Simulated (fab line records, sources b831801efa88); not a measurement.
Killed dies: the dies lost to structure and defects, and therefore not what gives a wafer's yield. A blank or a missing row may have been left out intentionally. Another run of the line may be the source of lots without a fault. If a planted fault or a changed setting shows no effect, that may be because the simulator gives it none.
fab line records	flow sky130	part 1 of 2: steps 1 to 42 of 43
record lots=6	wafers=18	last_day=50
route steps=708 shown METAL3@555 VIA3@573 PAD_OPEN@708
lots untouched by any fault: they come from a run of this same line in which no faults occurred
start_h: hours from the record's opening day to when the first of the lot's shown wafers began	wait_h: how many hours have passed since the lot's step before this one	" same as the row above	L1.1+2: a row that stands for several wafers	- either no value or no given start	* or withheld: withheld	< > ~ a bound
route shown NAME@n: NAME is a module with steps in the file, n the number in the route of the first one	usual: mean and standard deviation over wafers with no fault	same: alike in all rows	chamber/n: place in a boat	sites: per-site readings	_std_site: the standard deviation of these	_edge_site: mean of outer sites minus mean of inner sites	radius_mm: how far each site lies from the wafer's centre	mask NAME#n: copy n	behind: the tool/chamber that last shaped the wafer	hold: the reason the lot was held/the length of the hold in hours/how it ended	device: which transistor (n, p or np) failed to switch	end of line: tests run on the same wafers once the route is complete	a step given without rows: its recipe and nothing more	killed: count of dies lost to structure and defects at first sort (not the wafer's yield)	map: the dies of a wafer, with x for killed, . for not killed, _ for no die there
set.NAME: setting as actually run; set.NAME@STEP: the setting as run at that earlier step	model.NAME: the simulator's own value behind a step, which no gauge read
certain route steps with their lots: each step a table, each wafer a row
services: the hour from which a tool's chamber was out of use, counted from the record's first day as start_h (under 0 if before that day), plus the number of hours and why
## steps
# step SKY_METAL3_DEHYDRATE_05
# recipe temp_c=200	time_s=60
# step SKY_METAL3_HMDS_06
# recipe prime_time_s=60	prime_temp_c=120
# step SKY_METAL3_COAT_07
# recipe resist=BARC	temp_c=withheld	time_s=withheld	spin_rpm=3000	resist_thk_nm=60
# step SKY_METAL3_COAT_08
# recipe resist=KrF-thick	spin_rpm=3000	resist_thk_nm=1140
# step SKY_METAL3_SOFTBAKE_09
# recipe temp_c=100	time_s=90	resist=KrF-thick
# step SKY_METAL3_EXPOSE_10
# recipe mask_id=MM3	na=0.68	source_shape=annular	sigma_inner=0.4	sigma_outer=0.8	target_cd_nm=300	dose_mj=28
# step SKY_METAL3_PEB_11
# recipe peb_temp_c=withheld	peb_time_s=withheld	resist=KrF-thick
# step SKY_METAL3_DEVELOP_12
# recipe develop_time_s=60	resist=KrF-thick	dev_temp_c=21
# step SKY_METAL3_CD_MEAS_13
# recipe target_cd_nm=300
# usual cd_nm=299.8/1.5
lot.wafer	tool	chamber	start_h	wait_h	cd_nm
L921.1	cd_sem-01	-	938.66	-	299.6
L921.2	"	-	"	"	300.1
L921.5	"	-	"	"	298.9
L924.2	cd_sem-01	-	958.44	-	301.3
L924.3	"	-	"	"	302.6
L924.6	"	-	"	"	301.8
L932.1	cd_sem-01	-	1018.42	-	300.9
L932.2	"	-	"	"	303.3
L932.3	"	-	"	"	301.6
L934.2	cd_sem-02	-	1028.39	-	298.7
L934.5	"	-	"	"	298.2
L934.6	"	-	"	"	297.3
L937.1	cd_sem-01	-	1036.59	-	296.6
L937.4	"	-	"	"	298.1
L937.6	"	-	"	"	296.5
L940.1	cd_sem-02	-	1053.49	-	301.0
L940.3	"	-	"	"	300.7
L940.6	"	-	"	"	301.1
# step SKY_METAL3_OVL_MEAS_14
# usual METAL3_OVL=-3/5.2
lot.wafer	tool	chamber	start_h	wait_h	METAL3_OVL[nm]
L921.1	overlay-02	-	938.78	0.1	-9
L921.2	"	-	"	"	-14
L921.5	"	-	"	"	-4
L924.2	overlay-01	-	958.55	0.1	-4
L924.3	"	-	"	"	0
L924.6	"	-	"	"	-6
L932.1	overlay-02	-	1018.54	0.1	3
L932.2	"	-	"	"	5
L932.3	"	-	"	"	0
L934.2	overlay-01	-	1028.50	0.1	-3
L934.5	"	-	"	"	1
L934.6	"	-	"	"	-1
L937.1	overlay-02	-	1036.71	0.1	3
L937.4	"	-	"	"	-7
L937.6	"	-	"	"	-7
L940.1	overlay-01	-	1053.61	0.1	-4
L940.3	"	-	"	"	-2
L940.6	"	-	"	"	-10
# step SKY_METAL3_DESCUM_15
# recipe chemistry=O2	source_power_w=150	bias_power_w=0	pressure_mtorr=10	temp_c=40	time_s=8
# usual drypump_motor_current_A=5.5/0.57	oes_product_au=1.000/0.0083
lot.wafer	tool	chamber	start_h	wait_h	drypump_motor_current_A	oes_product_au	rf_hours_counter_h
L921.1	rie_metal-01	0	938.81	0.0	6.3	1.002	12
L921.2	"	1	"	"	4.7	1.000	0
L921.5	"	0	"	"	6.3	1.000	-
L924.2	rie_metal-02	1	958.58	0.0	6.1	0.996	1
L924.3	"	1	"	"	6.1	0.998	-
L924.6	"	1	"	"	6.1	1.002	-
L932.1	rie_metal-04	1	1018.58	0.0	5.8	1.006	7
L932.2	"	0	"	"	5.2	0.991	9
L932.3	"	0	"	"	5.2	1.005	-
L934.2	rie_metal-01	0	1028.53	0.0	6.3	1.011	17
L934.5	"	0	"	"	6.3	0.997	-
L934.6	"	1	"	"	4.7	0.990	-
L937.1	rie_metal-04	1	1036.74	0.0	5.8	1.011	9
L937.4	"	1	"	"	5.8	1.009	-
L937.6	"	1	"	"	5.8	1.012	-
L940.1	rie_metal-02	0	1053.64	0.0	4.9	1.001	9
L940.3	"	0	"	"	4.9	1.004	-
L940.6	"	1	"	"	6.1	0.995	-
# step SKY_METAL3_ETCH_16
# recipe chemistry=N2/H2	target=BARC	ion_energy_ev=200	bias_w=100	pressure_mtorr=30	n2_flow_sccm=100	h2_flow_sccm=200	icp_w=500	stop_on=SiO2	time_s=88.2	target_depth_a=600
# step SKY_METAL3_ETCH_17
# recipe target=SiO2	stop_on=TiN	chemistry=C4F8/O2/Ar	source_w=1500	bias_w=1200	pressure_mtorr=40	c4f8_flow_sccm=withheld	O2_flow_sccm=6	Ar_flow_sccm=300	time_s=3.9	target_depth_a=150
# usual oes_product_au=0.756/0.0072
lot.wafer	tool	chamber	start_h	wait_h	oes_product_au	rf_hours_counter_h
L921.1	rie_diel-02	2	938.94	0.1	0.762	6
L921.2	"	3	"	"	0.747	9
L921.5	"	2	"	"	0.764	-
L924.2	rie_diel-01	1	958.71	0.1	0.759	18
L924.3	"	0	"	"	0.752	21
L924.6	"	3	"	"	0.761	-
L932.1	rie_diel-03	1	1018.71	0.1	0.758	11
L932.2	"	0	"	"	0.752	7
L932.3	"	3	"	"	0.748	9
L934.2	rie_diel-01	0	1028.66	0.1	0.755	23
L934.5	"	3	"	"	0.761	-
L934.6	"	2	"	"	0.755	-
L937.1	rie_diel-01	2	1036.87	0.1	0.744	22
L937.4	"	3	"	"	0.750	10
L937.6	"	1	"	"	0.754	-
L940.1	rie_diel-02	1	1053.77	0.1	0.759	26
L940.3	"	0	"	"	0.761	8
L940.6	"	2	"	"	0.766	-
# step SKY_METAL3_METAL_ETCH_18
# recipe target_depth_a=8450	stop_on=SiO2	over_etch_frac=0.3	time_s=183.1	chemistry=Cl2/BCl3	resist_sidewall_deg=88	pressure_mtorr=10	icp_w=900	bias_w=48.5	Cl2_flow_sccm=60	bcl3_flow_sccm=30
# usual drypump_motor_current_A=5.5/0.59	oes_product_au=0.864/0.0067	throttle_valve_pct=22.263/0.0089
lot.wafer	tool	chamber	start_h	wait_h	drypump_motor_current_A	oes_product_au	rf_hours_counter_h	throttle_valve_pct
L921.1	rie_metal-04	0	938.96	0.0	5.2	0.862	5	22.228
L921.2	"	1	"	"	5.8	0.866	3	22.274
L921.5	"	0	"	"	5.2	0.859	-	22.272
L924.2	rie_metal-04	0	958.73	0.0	5.2	0.873	6	22.256
L924.3	"	0	"	"	5.2	0.867	-	22.262
L924.6	"	0	"	"	5.2	0.864	-	22.260
L932.1	rie_metal-01	0	1018.73	0.0	6.3	0.867	16	22.257
L932.2	"	1	"	"	4.7	0.856	4	22.263
L932.3	"	1	"	"	4.7	0.862	-	22.264
L934.2	rie_metal-04	1	1028.68	0.0	5.8	0.870	8	22.285
L934.5	"	1	"	"	5.8	0.875	-	22.256
L934.6	"	0	"	"	5.2	0.876	-	22.267
L937.1	rie_metal-01	1	1036.89	0.0	4.7	0.848	5	22.255
L937.4	"	0	"	"	6.3	0.867	-	22.266
L937.6	"	1	"	"	4.7	0.861	-	22.263
L940.1	rie_metal-01	0	1053.79	0.0	6.3	0.856	19	22.274
L940.3	"	1	"	"	4.7	0.856	-	22.257
L940.6	"	0	"	"	6.3	0.861	-	22.264
# step SKY_METAL3_STRIP_19
# recipe chemistry=O2/N2	power_w=1400	pressure_mtorr=1500	platen_temp_c=withheld	o2_flow_sccm=3000	n2_flow_sccm=300	overash_fraction=0.5
# step SKY_METAL3_STRIP_20
# recipe chemistry=post_etch_residue_remover	time_s=1200	temp_c=72.5
# step SKY_METAL3_CLEAN_21
# recipe chemistry=IPA	time_s=180	temp_c=25
# step SKY_METAL3_CLEAN_22
# recipe chemistry=O3/DIW	dry=n2_spin
# step SKY_VIA3_HDPCVD_00
# recipe material=SiO2	target_thk_nm=1635	sigma_open_frac=0.3	time_s=272.5	temp_c=400	sih4_flow_sccm=60	pressure_mtorr=6
# step SKY_VIA3_THK_MEAS_01
# recipe reads=SiO2_of_VIA3_HDPCVD_00
# usual VIA3_HDPCVD_THK=1633/19
lot.wafer	tool	chamber	start_h	wait_h	VIA3_HDPCVD_THK[nm]
L921.1	film_metro-03	-	939.90	0.1	1647
L921.2	"	-	"	"	1632
L921.5	"	-	"	"	1652
L924.2	film_metro-02	-	959.68	0.1	1659
L924.3	"	-	"	"	1662
L924.6	"	-	"	"	1649
L932.1	film_metro-02	-	1019.71	0.1	1615
L932.2	"	-	"	"	1623
L932.3	"	-	"	"	1602
L934.2	film_metro-03	-	1029.76	0.2	1630
L934.5	"	-	"	"	1663
L934.6	"	-	"	"	1629
L937.1	film_metro-01	-	1037.83	0.1	1601
L937.4	"	-	"	"	1614
L937.6	"	-	"	"	1632
L940.1	film_metro-02	-	1054.73	0.1	1643
L940.3	"	-	"	"	1631
L940.6	"	-	"	"	1623
# step SKY_VIA3_CMP_02
# recipe material=SiO2	down_force_psi=4	platen_rpm=60	pad_velocity_m_s=0.94248
# usual edge_zone_pressure_frac=1.000/0.0051	head_pressure_psi=4.001/0.0086	motor_current_A=11.5/0.82	retaining_ring_pressure_frac=0.999/0.0046	slurry_flow_ml_min=150.0/0.46
lot.wafer	tool	chamber	start_h	wait_h	edge_zone_pressure_frac	head_pressure_psi	motor_current_A	retaining_ring_pressure_frac	slurry_flow_ml_min
L921.1	cmp-01	0	939.96	0.1	1.000	4.001	11.4	1.001	149.6
L921.2	"	3	"	"	0.998	4.012	13.5	0.997	150.1
L921.5	"	1	"	"	0.997	3.997	11.9	0.999	150.1
L924.3	cmp-02	1	959.78	0.1	1.005	3.990	11.2	1.004	150.0
L924.2	"	3	"	"	0.993	3.993	11.2	1.003	150.0
L924.6	"	1	"	"	1.004	4.002	11.2	1.002	150.1
L932.3	cmp-01	3	1019.77	0.0	1.004	4.007	12.9	0.996	150.4
L932.2	"	1	"	"	0.991	3.994	12.1	1.003	150.1
L932.1	"	2	"	"	0.991	4.003	11.1	1.003	150.0
L934.2	cmp-01	0	1029.86	0.1	0.998	3.992	12.2	0.985	149.6
L934.6	"	3	"	"	0.995	4.008	12.5	1.001	150.7
L934.5	"	0	"	"	0.998	4.001	11.5	0.992	150.5
L937.4	cmp-02	1	1037.99	0.1	0.998	4.003	11.3	0.997	150.1
L937.1	"	2	"	"	1.005	4.020	10.7	0.999	150.7
L937.6	"	0	"	"	1.008	3.994	10.3	1.010	149.6
L940.3	cmp-01	3	1054.89	0.1	0.997	4.015	12.9	1.002	149.8
L940.1	"	0	"	"	1.000	3.995	12.2	1.003	150.4
L940.6	"	2	"	"	1.000	3.997	11.0	1.005	149.0
# step SKY_VIA3_BOW_MEAS_03
# recipe mode=bow
# usual VIA3_BOW=80/7.5
lot.wafer	tool	chamber	start_h	wait_h	VIA3_BOW[um]
L921.1	film_metro-01	-	940.26	0.2	93
L921.2	"	-	"	"	79
L921.5	"	-	"	"	77
L924.2	film_metro-01	-	960.05	0.1	84
L924.3	"	-	"	"	70
L924.6	"	-	"	"	78
L932.1	film_metro-02	-	1020.07	0.1	79
L932.2	"	-	"	"	85
L932.3	"	-	"	"	88
L934.2	film_metro-02	-	1030.14	0.2	75
L934.5	"	-	"	"	75
L934.6	"	-	"	"	79
L937.1	film_metro-02	-	1038.19	0.1	79
L937.4	"	-	"	"	79
L937.6	"	-	"	"	74
L940.1	film_metro-02	-	1055.09	0.1	77
L940.3	"	-	"	"	88
L940.6	"	-	"	"	80
# step SKY_VIA3_DEHYDRATE_04
# recipe temp_c=200	time_s=60
# step SKY_VIA3_HMDS_05
# recipe prime_time_s=60	prime_temp_c=120
# step SKY_VIA3_COAT_06
# recipe resist=BARC	temp_c=withheld	time_s=withheld	spin_rpm=3000	resist_thk_nm=60
# step SKY_VIA3_COAT_07
# recipe resist=KrF-thick	spin_rpm=3000	resist_thk_nm=450
# step SKY_VIA3_SOFTBAKE_08
# recipe temp_c=100	time_s=90	resist=KrF-thick
# step SKY_VIA3_EXPOSE_09
# recipe mask_id=VIM3	na=0.8	source_shape=annular	sigma_inner=0.55	sigma_outer=0.85	target_cd_nm=200	dose_mj=38
# step SKY_VIA3_PEB_10
# recipe peb_temp_c=withheld	peb_time_s=withheld	resist=KrF-thick
# step SKY_VIA3_DEVELOP_11
# recipe develop_time_s=60	resist=KrF-thick	dev_temp_c=21
# step SKY_VIA3_CD_MEAS_12
# recipe target_cd_nm=200
# usual cd_nm=200.1/1.3
lot.wafer	tool	chamber	start_h	wait_h	cd_nm
L921.1	cd_sem-01	-	965.52	-	199.0
L921.2	"	-	"	"	199.8
L921.5	"	-	"	"	200.7
L924.2	cd_sem-02	-	984.18	-	199.4
L924.3	"	-	"	"	199.8
L924.6	"	-	"	"	200.4
L932.1	cd_sem-02	-	1038.96	-	200.4
L932.2	"	-	"	"	200.3
L932.3	"	-	"	"	198.7
L934.2	cd_sem-02	-	1050.71	-	201.3
L934.5	"	-	"	"	200.1
L934.6	"	-	"	"	199.6
L937.1	cd_sem-01	-	1060.43	-	200.2
L937.4	"	-	"	"	201.0
L937.6	"	-	"	"	201.7
L940.1	cd_sem-02	-	1078.07	-	198.1
L940.3	"	-	"	"	200.5
L940.6	"	-	"	"	199.3
# step SKY_VIA3_OVL_MEAS_13
# usual VIA3_OVL=-4/5.8
lot.wafer	tool	chamber	start_h	wait_h	VIA3_OVL[nm]
L921.1	overlay-01	-	965.64	0.1	-1
L921.2	"	-	"	"	0
L921.5	"	-	"	"	0
L924.2	overlay-01	-	984.28	0.1	-8
L924.3	"	-	"	"	-5
L924.6	"	-	"	"	-9
L932.1	overlay-01	-	1039.08	0.1	-4
L932.2	"	-	"	"	-9
L932.3	"	-	"	"	-11
L934.2	overlay-01	-	1050.81	0.1	-2
L934.5	"	-	"	"	0
L934.6	"	-	"	"	0
L937.1	overlay-02	-	1060.55	0.1	-3
L937.4	"	-	"	"	2
L937.6	"	-	"	"	5
L940.1	overlay-02	-	1078.19	0.1	2
L940.3	"	-	"	"	1
L940.6	"	-	"	"	4
# step SKY_VIA3_ETCH_14
# recipe chemistry=N2/H2	target=BARC	ion_energy_ev=200	source_w=500	bias_w=100	pressure_mtorr=30	n2_flow_sccm=100	h2_flow_sccm=200	stop_on=SiO2	time_s=45.9	target_depth_a=600
# step SKY_VIA3_ETCH_15
# recipe target=SiO2	chemistry=C4F8/O2/Ar	target_depth_nm=507	stop_on=TiN	mask_material=KrF-thick	source_w=1500	bias_w=1200	pressure_mtorr=40	c4f8_flow_sccm=withheld	O2_flow_sccm=6	Ar_flow_sccm=300	time_s=78
# step SKY_VIA3_STRIP_16
# recipe chemistry=O2/N2	power_w=1400	pressure_mtorr=1500	platen_temp_c=withheld	o2_flow_sccm=3000	n2_flow_sccm=300	overash_fraction=0.5
# step SKY_VIA3_STRIP_17
# recipe chemistry=post_etch_residue_remover	time_s=1200	temp_c=72.5
# step SKY_VIA3_CLEAN_18
# recipe chemistry=IPA	time_s=180	temp_c=25
# step SKY_VIA3_CLEAN_19
# recipe chemistry=O3/DIW	dry=n2_spin
# step SKY_VIA3_SPUTTER_20
# recipe material=TiN	target_thk_nm=20	chamber_pressure_pa=5	power_w=4000	time_s=80
# usual throttle_valve_pct=29.9/0.8
lot.wafer	tool	chamber	start_h	wait_h	throttle_valve_pct
L921.1	pvd_sputter-04	-	966.38	0.0	29.2
L921.2	"	-	"	"	30.1
L921.5	"	-	"	"	29.4
L924.2	pvd_sputter-03	-	985.10	0.0	30.5
L924.3	"	-	"	"	29.9
L924.6	"	-	"	"	30.4
L932.1	pvd_sputter-02	-	1039.81	0.0	28.5
L932.2	"	-	"	"	30.2
L932.3	"	-	"	"	30.1
L934.2	pvd_sputter-03	-	1051.54	0.0	29.6
L934.5	"	-	"	"	30.3
L934.6	"	-	"	"	29.4
L937.1	pvd_sputter-02	-	1061.28	0.0	30.8
L937.4	"	-	"	"	28.5
L937.6	"	-	"	"	30.6
L940.1	pvd_sputter-02	-	1078.92	0.0	30.0
L940.3	"	-	"	"	30.3
L940.6	"	-	"	"	29.9
# step SKY_VIA3_CVD_21
# recipe material=W	target_thk_nm=390	time_s=117.31	temp_c=400	pressure_torr=40
# usual heater_power_w=829/48
lot.wafer	tool	chamber	start_h	wait_h	heater_power_w
L921.1	cvd_w-02	0	966.44	0.0	880
L921.2	"	1	"	"	797
L921.5	"	1	"	"	806
L924.2	cvd_w-02	0	985.16	0.0	869
L924.3	"	1	"	"	788
L924.6	"	1	"	"	820
L932.1	cvd_w-02	0	1039.87	0.0	886
L932.2	"	1	"	"	804
L932.3	"	0	"	"	862
L934.2	cvd_w-02	1	1051.60	0.0	788
L934.5	"	1	"	"	783
L934.6	"	0	"	"	887
L937.1	cvd_w-02	1	1061.34	0.0	801
L937.4	"	1	"	"	801
L937.6	"	1	"	"	828
L940.1	cvd_w-01	1	1078.99	0.0	885
L940.3	"	1	"	"	881
L940.6	"	0	"	"	772
# step SKY_VIA3_RS_MEAS_22
# recipe thk_meas_gauge=four-point-probe	reads=W_of_VIA3_CVD_21+TiN_of_VIA3_SPUTTER_20
# usual VIA3_W_RS=0.294/0.0033
lot.wafer	tool	chamber	start_h	wait_h	VIA3_W_RS[ohm/sq]
L921.1	film_metro-03	-	966.57	0.1	0.293
L921.2	"	-	"	"	0.291
L921.5	"	-	"	"	0.290
L924.2	film_metro-03	-	985.31	0.1	0.288
L924.3	"	-	"	"	0.291
L924.6	"	-	"	"	0.291
L932.1	film_metro-01	-	1039.99	0.1	0.294
L932.2	"	-	"	"	0.295
L932.3	"	-	"	"	0.291
L934.2	film_metro-02	-	1051.74	0.1	0.295
L934.5	"	-	"	"	0.293
L934.6	"	-	"	"	0.294
L937.1	film_metro-02	-	1061.59	0.2	0.292
L937.4	"	-	"	"	0.291
L937.6	"	-	"	"	0.294
L940.1	film_metro-01	-	1079.11	0.1	0.294
L940.3	"	-	"	"	0.296
L940.6	"	-	"	"	0.295
# step SKY_VIA3_THK_MEAS_23
# recipe thk_meas_gauge=xrf	reads=W_of_VIA3_CVD_21
# usual VIA3_W_THK=401/7.2
lot.wafer	tool	chamber	start_h	wait_h	VIA3_W_THK[nm]
L921.1	film_metro-03	-	966.69	0.1	412
L921.2	"	-	"	"	413
L921.5	"	-	"	"	412
L924.2	film_metro-03	-	985.42	0.1	416
L924.3	"	-	"	"	412
L924.6	"	-	"	"	412
L932.1	film_metro-01	-	1040.11	0.1	398
L932.2	"	-	"	"	395
L932.3	"	-	"	"	402
L934.2	film_metro-02	-	1051.85	0.1	395
L934.5	"	-	"	"	399
L934.6	"	-	"	"	398
L937.1	film_metro-02	-	1061.71	0.1	397
L937.4	"	-	"	"	398
L937.6	"	-	"	"	393
L940.1	film_metro-01	-	1079.23	0.1	399
L940.3	"	-	"	"	396
L940.6	"	-	"	"	394
